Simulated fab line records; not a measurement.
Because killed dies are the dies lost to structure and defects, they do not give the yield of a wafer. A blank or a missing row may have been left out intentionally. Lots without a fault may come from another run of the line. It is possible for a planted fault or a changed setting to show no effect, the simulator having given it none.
Check for tools in common	flow gf180mcu	14 lots and 42 wafers in the sample

== WHY THIS WAS OPENED ==
GF_VT_IMPLANT_TW_MEAS_10, reading VT_IMPLANT_TW: flagged on 2 of 14 lots. Wafers without a fault read 559, standard deviation 4.2.
Rule: flag the lot when none of its wafers has a number, or when each of its wafers that has one lies beyond 4 standard deviations from that mean. The rest of the lots are taken to be sound.

lot	measured	on	VT_IMPLANT_TW, wafer by wafer	flag
L188	day 5 20:43	film metro-04	558 558 556	
L189	day 6 00:41	film metro-03	563 566 561	
L190	day 6 04:30	film metro-01	555 556 554	
L192	day 6 15:17	film metro-03	564 564 564	
L193	day 6 22:01	film metro-01	558 556 557	
L194	day 7 02:56	film metro-01	558 558 558	
L195	day 7 09:38	film metro-03	569 567 565	
L196	day 7 17:17	film metro-04	559 556 559	
L197	day 7 22:17	film metro-04	559 559 558	
L198	day 8 06:11	film metro-03	563 561 563	
L202	day 9 06:50	film metro-01	558 556 555	
L205	day 10 03:20	film metro-04	689 690 692	FLAGGED
L206	day 10 07:05	film metro-01	686 687 681	FLAGGED
L211	day 11 13:06	film metro-01	557 552 554	
The mean of the flagged lots' numbers is 688, +128 from the usual (+31 standard deviations).

== LOT BY LOT: THE TOOL USED ==
The record holds 1 process step before the reading, out of a route of 602 steps. In each cell: the tool, then ch and the chambers that the sampled wafers went through, then the start.
lot	flag	GF_MVPSD_COAT_02
L188		litho track-04 ch 0, day 4 23:10
L189		litho track-03 ch 0, day 5 03:20
L190		litho track-04 ch 0, day 5 06:05
L192		litho track-04 ch 0, day 5 16:43
L193		litho track-02 ch 0, day 5 23:13
L194		litho track-02 ch 0, day 6 03:49
L195		litho track-04 ch 0, day 6 10:31
L196		litho track-03 ch 0, day 6 17:08
L197		litho track-02 ch 0, day 6 21:59
L198		litho track-03 ch 0, day 7 05:11
L202		litho track-04 ch 0, day 8 05:22
L205	FLAGGED	litho track-04, day 9 00:52
L206	FLAGGED	litho track-02, day 9 04:41
L211		litho track-04 ch 0, day 10 07:55
These steps, and what they do:
- GF_MVPSD_COAT_02: resist thk 3000 nm.
- GF_VT_IMPLANT_TW_MEAS_10

== FLAGGED AGAINST TOTAL, ONE TOOL AT A TIME (gauges that did the reading follow at the end) ==
step	tool	lots run	flagged	share of the flagged lots	sound lots run after its first flagged lot
GF_MVPSD_COAT_02	litho track-02	4	1	some	0
GF_MVPSD_COAT_02	litho track-03	3	0	none	-
GF_MVPSD_COAT_02	litho track-04	7	1	some	1 (L211)
GF_VT_IMPLANT_TW_MEAS_10	film metro-01	6	1	some	1 (L211)
GF_VT_IMPLANT_TW_MEAS_10	film metro-03	4	0	none	-
GF_VT_IMPLANT_TW_MEAS_10	film metro-04	4	1	some	0

== WHAT THE TABLE ALLOWS ==
No row of the table ran every flagged lot.

== WHAT WAS PUT IN BY THE SIMULATOR ==
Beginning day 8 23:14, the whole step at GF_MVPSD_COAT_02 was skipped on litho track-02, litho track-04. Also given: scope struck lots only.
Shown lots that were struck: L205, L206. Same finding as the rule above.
